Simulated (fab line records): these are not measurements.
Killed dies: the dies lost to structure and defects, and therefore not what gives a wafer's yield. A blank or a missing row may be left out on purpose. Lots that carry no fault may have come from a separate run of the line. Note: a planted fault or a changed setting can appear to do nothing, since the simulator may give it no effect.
Code-filled problem report in 8D (eight disciplines) form ; flow gf180mcu ; the parts of the form that need people (team, actions taken, sign-off) are left out

== 1. PROBLEM STATEMENT ==
Wafers free of any fault read 0.8 nm (standard deviation 1.4) for HV_LDD_02_OVL at GF_HV_LDD_OVL_MEAS_32, against a mean of -120.9 nm on 6 wafers of 2 lots. That puts it -87 standard deviations away from the usual mean.
The first sign was on wafer L378.1 at day 17 22:39, on overlay-02. The record holds 42 wafers of 14 lots with a number at this step. By rule, "out" or "out of limits" means more than 4 standard deviations away from the usual mean. Any other wafer with a number is counted as sound.

== 2. WHAT THIS IS AND IS NOT ==
question;is;is not
which readings at this step;HV_LDD_02_OVL;-
which lots;L378, L379;L358, L361, L364, L365, L366, L367, L368, L370, L372, L375, L377, L381
which wafers of those lots;all that have a number;-
read on which gauges;overlay-02;overlay-01
when;from day 17 22:39;"up to then (33 sound wafers); but 3 sound wafers of L381 came after"

== 3. WHAT RULES OUT EACH SUSPECT ==
Counting: any tool at a process step up to the reading is kept as a suspect provided that every lot that is out went through it and no sound lot did after the first of them.
- the gauge at GF_HV_LDD_OVL_MEAS_32: kept. All the wafers that are out were read on overlay-02, and no step on other tools shows them out.
- iline-stepper-01 at GF_HV_LDD_EXPOSE_28 (exposes mask Nplus HV AREA, target cd 400 nm): kept. All lots that are out passed through it, beginning with L378 at day 17 11:22, and no sound lot followed; its final sound lot before that point was L375 at day 16 15:55.
Remaining after the count are iline-stepper-01 at GF_HV_LDD_EXPOSE_28 and overlay-02 at GF_HV_LDD_OVL_MEAS_32.

== 4. THE CAUSE (what the simulator had put in) ==
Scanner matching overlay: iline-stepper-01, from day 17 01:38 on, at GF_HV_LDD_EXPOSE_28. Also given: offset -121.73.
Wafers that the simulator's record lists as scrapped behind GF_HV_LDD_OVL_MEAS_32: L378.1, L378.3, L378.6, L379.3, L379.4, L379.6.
After counting, 2 suspects remain, this tool included.

== 5. SEQUENCE OF EFFECTS, ordered by route ==
Each row: a reading where the mean over the struck wafers with a number is more than 3 standard deviations away from the usual. Only readings for which the record gives a usual standard deviation are gone through. hours: the time from each lot's start at the first step in this table that gives one to its start at this step, as a median over the lots. sigmas: the change in usual standard deviations.
hours;step;reading;usual;on struck wafers;change;sigmas
0;GF_HV_LDD_OVL_MEAS_32;HV_LDD_02_OVL;0.8 nm;-120.9;-121.7;-87

== 6. HOW IT WOULD HAVE BEEN CAUGHT EARLIER ==
Counted from the fault's start at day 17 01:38, it took 21 hours until the first out-of-limits reading at a measuring or inspecting step in this record, taken at day 17 22:39.
By day 17 22:39 the whole set of lots that are out, 2 in number, had already begun GF_HV_LDD_EXPOSE_28 on iline-stepper-01. Had the tool been put on hold then, not one of them would have been saved.
